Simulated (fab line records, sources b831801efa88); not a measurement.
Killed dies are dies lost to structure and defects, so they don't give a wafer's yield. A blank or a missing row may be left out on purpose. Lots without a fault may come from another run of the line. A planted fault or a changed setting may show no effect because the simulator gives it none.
Chamber matching | flow sky130 | SKY_VIA3_ETCH_14 on rie_diel-02: 4 sister chambers
The step etches BARC in N2/H2, stops on SiO2, time 45.9 s, target depth 60 nm. 4 wafers are shown with their chamber, then 8 later ones without.

WAFERS WITH THEIR CHAMBER
wafer  | chamber | drypump_motor_current_A (A)
L083.1 | 0       | 6.0
L086.5 | 3       | 6.2
L086.6 | 1       | 5.5
L087.2 | 2       | 6.7

WAFERS WITHOUT THEIR CHAMBER
wafer  | drypump_motor_current_A (A)
L087.5 | 5.4
L087.6 | 6.0
L090.2 | 6.6
L090.3 | 6.2
L090.5 | 6.2
L094.2 | 6.3
L094.3 | 6.7
L094.6 | 6.0

WHICH CHAMBER EACH WENT THROUGH
wafer  | from the rows above | in truth
L087.5 | 1                   | 1
L087.6 | 0                   | 0
L090.2 | 2                   | 2
L090.3 | 3                   | 3
L090.5 | 3                   | 3
L094.2 | 3                   | 3
L094.3 | 2                   | 2
L094.6 | 0                   | 0
Placed correctly: 8 of 8. Can't be placed from these rows: 0. Placed wrongly: 0.
How it was worked out, from the rows above alone: a wafer's distance from a chamber is the root of the sum, over the readings, of the square of ((its reading less the chamber's mean) divided by the reading's scatter). The wafer belongs to the nearest chamber; if the next one is less than 2 further off, it can't be placed. A chamber's mean is the mean of its shown wafers. The scatter: with one shown wafer a chamber, the root of the mean of the squares of how far each hidden wafer lies from its nearest shown one.
